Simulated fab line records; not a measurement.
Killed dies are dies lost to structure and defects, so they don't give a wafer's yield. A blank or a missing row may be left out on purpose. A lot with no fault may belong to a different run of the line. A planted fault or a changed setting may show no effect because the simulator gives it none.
The tool behind it: which one? :: flow sky130 :: 12 lots, 36 wafers sampled, at 5 steps of a route of 708

## WHAT EACH GAUGE READ, for each wafer
SKY_SONOS_ONO_CD_MEAS_13: the cd target is 410 nm.
lot: L387
measured: day 13 10:26
on: cd_sem-01
cd_nm (nm): 411.9 413.0 412.0

lot: L389
measured: day 13 14:28
on: cd_sem-01
cd_nm (nm): 408.6 408.5 408.4

lot: L390
measured: day 14 06:13
on: cd_sem-01
cd_nm (nm): 410.6 413.3 411.7

lot: L391
measured: day 14 08:29
on: cd_sem-01
cd_nm (nm): 410.2 408.0 409.3

lot: L392
measured: day 14 20:37
on: cd_sem-02
cd_nm (nm): 411.1 410.2 408.3

lot: L393
measured: day 14 22:34
on: cd_sem-01
cd_nm (nm): 407.5 410.0 407.1

lot: L394
measured: day 15 03:37
on: cd_sem-01
cd_nm (nm): 408.0 408.3 411.1

lot: L396
measured: day 15 18:58
on: cd_sem-02
cd_nm (nm): 411.3 410.3 410.9

lot: L397
measured: day 16 07:14
on: cd_sem-01
cd_nm (nm): 408.2 410.2 409.3

lot: L400
measured: day 17 12:06
on: cd_sem-01
cd_nm (nm): 409.2 408.7 407.7

lot: L403
measured: day 18 01:37
on: cd_sem-01
cd_nm (nm): 408.2 409.0 412.0

lot: L406
measured: day 19 06:51
on: cd_sem-02
cd_nm (nm): 410.0 409.9 410.5

SKY_POLY_GATE_THK_MEAS_21.
lot: L387
measured: day 17 11:10
on: film_metro-02
POLY_GATE_OXIDATION_THK (nm): 3.99 4.07 4.03

lot: L389
measured: day 17 16:05
on: film_metro-03
POLY_GATE_OXIDATION_THK (nm): 4.01 4.05 3.96

lot: L390
measured: day 18 07:28
on: film_metro-03
POLY_GATE_OXIDATION_THK (nm): 4.11 4.15 4.11

lot: L391
measured: day 18 14:31
on: film_metro-02
POLY_GATE_OXIDATION_THK (nm): 3.93 4.00 3.96

lot: L392
measured: day 18 20:41
on: film_metro-02
POLY_GATE_OXIDATION_THK (nm): 3.98 4.00 3.97

lot: L393
measured: day 19 00:53
on: film_metro-01
POLY_GATE_OXIDATION_THK (nm): 3.93 3.90 4.01

lot: L394
measured: day 19 06:59
on: film_metro-03
POLY_GATE_OXIDATION_THK (nm): 3.99 3.96 3.95

lot: L396
measured: day 20 01:34
on: film_metro-02
POLY_GATE_OXIDATION_THK (nm): 4.07 4.02 4.18

lot: L397
measured: day 20 10:48
on: film_metro-03
POLY_GATE_OXIDATION_THK (nm): 3.93 3.98 4.01

lot: L400
measured: day 21 17:50
on: film_metro-02
POLY_GATE_OXIDATION_THK (nm): 3.92 3.98 3.97

lot: L403
measured: day 22 08:38
on: film_metro-01
POLY_GATE_OXIDATION_THK (nm): 3.93 3.98 3.95

lot: L406
measured: day 23 11:55
on: film_metro-01
POLY_GATE_OXIDATION_THK (nm): 3.91 4.06 3.97

SKY_LDD_P_TW_MEAS_11.
lot: L387
measured: day 20 00:19
on: film_metro-03
LDD_P_TW: 643.1 642.4 639.7

lot: L389
measured: day 20 06:28
on: film_metro-01
LDD_P_TW: 641.0 638.9 641.5

lot: L390
measured: day 20 22:10
on: film_metro-04
LDD_P_TW: 636.3 639.2 642.3

lot: L391
measured: day 21 05:49
on: film_metro-04
LDD_P_TW: 640.9 644.2 644.0

lot: L392
measured: day 21 10:47
on: film_metro-04
LDD_P_TW: 639.4 643.5 640.5

lot: L393
measured: day 21 16:33
on: film_metro-03
LDD_P_TW: 636.5 636.8 635.8

lot: L394
measured: day 21 22:04
on: film_metro-03
LDD_P_TW: 636.4 637.7 635.5

lot: L396
measured: day 22 15:51
on: film_metro-01
LDD_P_TW: 640.7 639.2 642.5

lot: L397
measured: day 23 02:18
on: film_metro-03
LDD_P_TW: 642.8 642.0 641.6

lot: L400
measured: day 24 07:50
on: film_metro-04
LDD_P_TW: 638.2 643.8 640.0

lot: L403
measured: day 24 22:07
on: film_metro-03
LDD_P_TW: 663.3 662.0 660.1

lot: L406
measured: day 26 00:55
on: film_metro-04
LDD_P_TW: 660.9 664.4 664.4

## WHAT TOOL EACH LOT RAN ON (gives the tool, then ch and the chambers of the sampled wafers, and finally the start)
lot: L387
SKY_RES_PROTECT_STRIP_07: plasma_asher-01 ch 0,1, day 15 22:49
SKY_LDD_P_IMPLANT_09: implanter-01 ch 0, day 20 00:04

lot: L389
SKY_RES_PROTECT_STRIP_07: plasma_asher-03 ch 0,1, day 16 04:02
SKY_LDD_P_IMPLANT_09: implanter-02 ch 0, day 20 06:14

lot: L390
SKY_RES_PROTECT_STRIP_07: plasma_asher-01 ch 0,1, day 16 19:45
SKY_LDD_P_IMPLANT_09: implanter-01 ch 0, day 20 21:55

lot: L391
SKY_RES_PROTECT_STRIP_07: plasma_asher-01 ch 0,1, day 17 02:49
SKY_LDD_P_IMPLANT_09: implanter-03 ch 0, day 21 05:35

lot: L392
SKY_RES_PROTECT_STRIP_07: plasma_asher-04 ch 0,1, day 17 10:49
SKY_LDD_P_IMPLANT_09: implanter-03 ch 0, day 21 10:34

lot: L393
SKY_RES_PROTECT_STRIP_07: plasma_asher-03 ch 0,1, day 17 14:10
SKY_LDD_P_IMPLANT_09: implanter-01 ch 0, day 21 16:18

lot: L394
SKY_RES_PROTECT_STRIP_07: plasma_asher-01 ch 0,1, day 17 19:27
SKY_LDD_P_IMPLANT_09: implanter-01 ch 0, day 21 21:49

lot: L396
SKY_RES_PROTECT_STRIP_07: plasma_asher-01 ch 0,1, day 18 14:15
SKY_LDD_P_IMPLANT_09: implanter-03 ch 0, day 22 15:36

lot: L397
SKY_RES_PROTECT_STRIP_07: plasma_asher-04 ch 0,1, day 19 00:08
SKY_LDD_P_IMPLANT_09: implanter-03 ch 0, day 23 02:03

lot: L400
SKY_RES_PROTECT_STRIP_07: plasma_asher-04 ch 0,1, day 20 07:34
SKY_LDD_P_IMPLANT_09: implanter-03 ch 0, day 24 07:36

lot: L403
SKY_RES_PROTECT_STRIP_07: plasma_asher-04 ch 0,1, day 20 22:08
SKY_LDD_P_IMPLANT_09: implanter-01 ch 0, day 24 21:53

lot: L406
SKY_RES_PROTECT_STRIP_07: plasma_asher-03 ch 0,1, day 22 01:12
SKY_LDD_P_IMPLANT_09: implanter-01 ch 0, day 26 00:41
- SKY_RES_PROTECT_STRIP_07: strips in O2/N2.
- SKY_LDD_P_IMPLANT_09

## AS READ BY THE TOOLS THEMSELVES (means over the sampled wafers that have a number; for cases with no such wafer, the mark the record gives instead)
SKY_RES_PROTECT_STRIP_07.
lot: L387
tool: plasma_asher-01
drypump_motor_current_A (A): 5.74
oes_product_au (a.u.): 0.521
strip_time_to_endpoint_s (s): 23.25

lot: L389
tool: plasma_asher-03
drypump_motor_current_A (A): 5.77
oes_product_au (a.u.): 0.520
strip_time_to_endpoint_s (s): 23.32

lot: L390
tool: plasma_asher-01
drypump_motor_current_A (A): 5.75
oes_product_au (a.u.): 0.521
strip_time_to_endpoint_s (s): 23.28

lot: L391
tool: plasma_asher-01
drypump_motor_current_A (A): 5.74
oes_product_au (a.u.): 0.519
strip_time_to_endpoint_s (s): 23.35

lot: L392
tool: plasma_asher-04
drypump_motor_current_A (A): 5.54
oes_product_au (a.u.): 0.514
strip_time_to_endpoint_s (s): 23.25

lot: L393
tool: plasma_asher-03
drypump_motor_current_A (A): 5.77
oes_product_au (a.u.): 0.520
strip_time_to_endpoint_s (s): 23.29

lot: L394
tool: plasma_asher-01
drypump_motor_current_A (A): 5.74
oes_product_au (a.u.): 0.516
strip_time_to_endpoint_s (s): 23.28

lot: L396
tool: plasma_asher-01
drypump_motor_current_A (A): 5.76
oes_product_au (a.u.): 0.517
strip_time_to_endpoint_s (s): 23.29

lot: L397
tool: plasma_asher-04
drypump_motor_current_A (A): 5.53
oes_product_au (a.u.): 0.516
strip_time_to_endpoint_s (s): 23.33

lot: L400
tool: plasma_asher-04
drypump_motor_current_A (A): 5.55
oes_product_au (a.u.): 0.519
strip_time_to_endpoint_s (s): 23.32

lot: L403
tool: plasma_asher-04
drypump_motor_current_A (A): 5.53
oes_product_au (a.u.): 0.517
strip_time_to_endpoint_s (s): 23.38

lot: L406
tool: plasma_asher-03
drypump_motor_current_A (A): 5.86
oes_product_au (a.u.): 0.518
strip_time_to_endpoint_s (s): 23.35

SKY_LDD_P_IMPLANT_09.
lot: L387
tool: implanter-01
beam_energy_keV: 25.008

lot: L389
tool: implanter-02
beam_energy_keV: 25.008

lot: L390
tool: implanter-01
beam_energy_keV: 25.004

lot: L391
tool: implanter-03
beam_energy_keV: 24.998

lot: L392
tool: implanter-03
beam_energy_keV: 24.997

lot: L393
tool: implanter-01
beam_energy_keV: 24.999

lot: L394
tool: implanter-01
beam_energy_keV: 25.002

lot: L396
tool: implanter-03
beam_energy_keV: 25.009

lot: L397
tool: implanter-03
beam_energy_keV: 24.988

lot: L400
tool: implanter-03
beam_energy_keV: 24.999

lot: L403
tool: implanter-01
beam_energy_keV: 28.667

lot: L406
tool: implanter-01
beam_energy_keV: 28.663

## THE ANSWER, worked out from the rows above alone
Rule: the usual values come from the lots themselves. Put in order of their means at a reading, lots are off if they are a third of the lots or fewer, leave a main group of 4 or more, and stand apart from it by a gap of 3 or more times the standard deviation of the main group's means; of several such gaps the widest counts. The tables above print the reading to a certain number of digits; a main group whose means all agree to those digits is not used. A lot without any number at a reading at which 4 lots or more have one is off too. Where the step has rows for the other lots, those lots are counted as sound. After the gauges, taken in route order, come the tools' own readings; for these a lot's mean is taken, as printed above. At the first step where some lot is off, the reading lying furthest off is the one used; lots without a number count as furthest.
Off: L403, L406, at SKY_LDD_P_TW_MEAS_11 (LDD_P_TW). For the main group the mean is 640.2 and the standard deviation 2.1.
A tool fits if, at a process step before that reading, it ran every lot that is off, and no sound lot after the first of them. Not tried: the gauges at SKY_LDD_P_TW_MEAS_11; whatever is off there is also off at SKY_LDD_P_IMPLANT_09, on other tools, and gauge error can't account for it. One fits: implanter-01 at SKY_LDD_P_IMPLANT_09. Its last sound lot is L394 (day 21 21:49), its first lot that is off L403 (day 24 21:53): a fault that began between those two fits.
On the lots that are off, the tool's own readings at SKY_LDD_P_IMPLANT_09 differ by more than 5 times the standard deviation of the sound lots' means, which bears it out; beam_energy_keV reads 28.665 there versus 25.001 on the sound lots.

## WHAT THE SIMULATOR HAD INSERTED
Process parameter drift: implanter-01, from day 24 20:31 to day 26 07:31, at SKY_LDD_P_IMPLANT_09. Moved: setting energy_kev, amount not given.
Shown lots that were struck: L403, L406. The rule given above showed the same thing.
